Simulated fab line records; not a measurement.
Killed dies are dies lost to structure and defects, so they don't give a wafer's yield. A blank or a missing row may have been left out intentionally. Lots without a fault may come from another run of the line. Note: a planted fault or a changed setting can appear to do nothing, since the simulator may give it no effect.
One fault through the eyes of 2 desks | flow gf180mcu | numbers are kept per desk, each desk with only its own; the story behind them comes last

## THE METROLOGY DESK
What the gauges read for every lot (on any tool): the sampled wafers with a number, averaged. If a lot's mean is further than 4 standard deviations from the usual mean, the lot is out of limits and carries the mark OUT (the distance appears in the brackets).
Columns: A = MVPSD_OVL at GF_MVPSD_OVL_MEAS_07, usual 0.0 nm; B = POLY_GATE_CVD_00_THK at GF_POLY_GATE_THK_MEAS_01, usual 199.8 nm
lot  | first seen here | A    | B
L425 | day 5 21:04     | 0.5  | 199.8
L427 | day 6 03:01     | -1.0 | 198.2
L428 | day 6 12:44     | -0.6 | 200.3
L430 | day 6 22:19     | 0.9  | 200.0
L433 | day 7 08:49     | 0.7  | 172.6 (-18) OUT
L434 | day 7 15:40     | 2.1  | 174.5 (-17) OUT
L436 | day 8 02:53     | 0.4  | 174.8 (-17) OUT
L444 | day 10 05:43    | 0.5  | 199.7
L445 | day 10 09:52    | 0.8  | 198.3
L446 | day 10 16:17    | -1.8 | 201.6
Per this desk, out of limits: L433, L434, L436; the first was L433, day 11 02:35 (POLY_GATE_CVD_00_THK at GF_POLY_GATE_THK_MEAS_01). L425, L427, L428, L430, L444, L445, L446 stayed within limits.

## DESK OF THE TOOL OWNER: lpcvd-01
The tool's own readings at GF_POLY_GATE_CVD_00 (deposits poly-Si, target thk 200 nm, time 1200 s): means of the sampled wafers that have a number, for each lot that ran on this tool. If a lot's mean is further than 4 standard deviations from the usual mean, the lot is out of limits and carries the mark OUT (the distance appears in the brackets).
Columns: A = spike-tc-bottom-C at GF_POLY_GATE_CVD_00, usual 638.8 C; B = spike-tc-centre-C at GF_POLY_GATE_CVD_00, usual 620.4 C; C = spike-tc-lower-C at GF_POLY_GATE_CVD_00, usual 620.9 C; D = spike-tc-upper-C at GF_POLY_GATE_CVD_00, usual 619.8 C; E = susceptor-temp-C at GF_POLY_GATE_CVD_00, usual 620.02 C
lot  | first seen here | A                | B                | C                | D                | E
L425 | day 9 08:53     | 640.2            | 621.7            | 619.7            | 618.8            | 620.17
L427 | day 9 20:58     | 638.7            | 620.1            | 622.1            | 620.0            | 620.24
L430 | day 10 14:04    | 639.7            | 619.4            | 621.6            | 618.8            | 620.07
L433 | day 11 01:15    | 635.6            | 616.0 (-4.0) OUT | 614.1 (-4.5) OUT | 612.3 (-6.8) OUT | 614.21 (-20) OUT
L434 | day 11 07:31    | 632.0 (-5.3) OUT | 614.0 (-5.8) OUT | 616.6            | 614.5 (-4.8) OUT | 614.11 (-20) OUT
L436 | day 12 00:27    | 633.3 (-4.2) OUT | 613.6 (-6.2) OUT | 615.3            | 613.0 (-6.2) OUT | 614.61 (-19) OUT
L444 | day 14 16:29    | 639.7            | 619.1            | 622.1            | 619.5            | 620.36
L445 | day 14 16:29    | 639.2            | 620.0            | 622.5            | 621.0            | 619.94
This desk finds L433, L434, L436 out of limits, L433 being first, at day 11 01:15 (spike-tc-centre-C at GF_POLY_GATE_CVD_00). L425, L427, L430, L444, L445 stayed within limits.

## ALL TOGETHER
On L433, L434, L436, at day 11 01:15, an alarm was possible from the tool owner's desk.
On L433, L434, L436, the metrology desk was in a position to raise an alarm at day 11 02:35.
On lpcvd-01, each named lot ran GF_POLY_GATE_CVD_00.

## WHAT WAS PUT IN BY THE SIMULATOR
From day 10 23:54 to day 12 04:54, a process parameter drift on lpcvd-01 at GF_POLY_GATE_CVD_00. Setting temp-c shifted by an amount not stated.
Struck lots among those shown: L433, L434, L436.
Fault start to first reading out of limits, in hours, per desk: tool owner, 1; metrology, 3.
